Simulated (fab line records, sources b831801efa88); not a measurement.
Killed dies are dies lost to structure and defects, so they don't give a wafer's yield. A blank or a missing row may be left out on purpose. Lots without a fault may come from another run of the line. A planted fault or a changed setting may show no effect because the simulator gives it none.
Problem report in the 8D (eight disciplines) form, filled by code | flow sky130 | the parts of the form that need people (team, actions taken, sign-off) are left out

1. THE PROBLEM
cd_nm at SKY_SD_N_CD_MEAS_07 reads a mean of 393.0 nm on 6 wafers of 2 lots; wafers without a fault read 381.3 nm with a standard deviation of 2.1. That is +5.6 standard deviations from the usual mean.
The step: target cd 380 nm.
First seen on wafer L641.1, day 30 23:28, on cd_sem-02. The record holds 39 wafers of 13 lots with a number at this step. Rule for "out", or "out of limits": more than 4 standard deviations from the usual mean. The other wafers with a number count as sound.

2. WHAT IT IS AND WHAT IT IS NOT
question                    | is                     | is not
which readings at this step | cd_nm                  | -
which lots                  | L641, L643             | L633, L636, L646, L647, L649, L650, L651, L653, L654, L655, L656
which wafers of those lots  | all that have a number | -
read on which gauges        | cd_sem-02              | cd_sem-01
when                        | from day 30 23:28      | up to then (6 sound wafers); but 27 sound wafers of L646, L647, L649, L650, L651, L653, L654, L655, L656 came after

3. SUSPECTS, AND WHAT RULES EACH OUT
Counting: a tool at a process step up to the reading stays a suspect if it ran every lot that is out and no sound lot after the first of them.
- the gauge at SKY_SD_N_CD_MEAS_07: kept. All the wafers that are out were read on cd_sem-02, and no step on other tools shows them out.
- litho_track-02 at SKY_SD_N_DEVELOP_06 (develop time 60 s): ruled out as a lasting fault. Sound lots L655 ran on it after its first lot that is out, L641 (day 30 23:19).
Left after counting: cd_sem-02 at SKY_SD_N_CD_MEAS_07.

4. THE CAUSE (what the simulator had put in)
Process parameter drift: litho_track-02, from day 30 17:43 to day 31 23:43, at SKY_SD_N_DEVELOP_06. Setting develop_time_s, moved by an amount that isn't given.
Counting ruled it out, wrongly: the rule takes a fault to strike every lot that its tool runs from its start on, and this one did not.

5. THE CHAIN OF EFFECTS, in route order
Each row: a reading whose mean over the struck wafers that have a number lies more than 3 standard deviations from the usual. Only readings for which the record gives a usual standard deviation are gone through. hours: the time from each lot's start at the first step in this table that gives one to its start at this step, as a median over the lots. sigmas: the change in usual standard deviations.
hours | step                | reading | usual    | on struck wafers | change | sigmas
0     | SKY_SD_N_CD_MEAS_07 | cd_nm   | 381.3 nm | 393.0            | +11.7  | +5.6
Later measuring or inspecting steps at which every struck wafer that the step has a row for has a number for every such reading, and none has moved that far: SKY_LI_CONTACT_RS_MEAS_22, SKY_LOCAL_INTERCONNECT_RS_MEAS_01, SKY_LOCAL_INTERCONNECT_THK_MEAS_02.

6. WHAT WOULD HAVE CAUGHT IT SOONER
In this record the first reading out of limits at a measuring or inspecting step was taken at day 30 23:28, 6 hours after the fault began at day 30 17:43.
Of the tool readings at SKY_SD_N_DEVELOP_06 for which the record gives a usual standard deviation, none was out on any struck wafer, so an alarm limit of 4 standard deviations on them would not have fired.
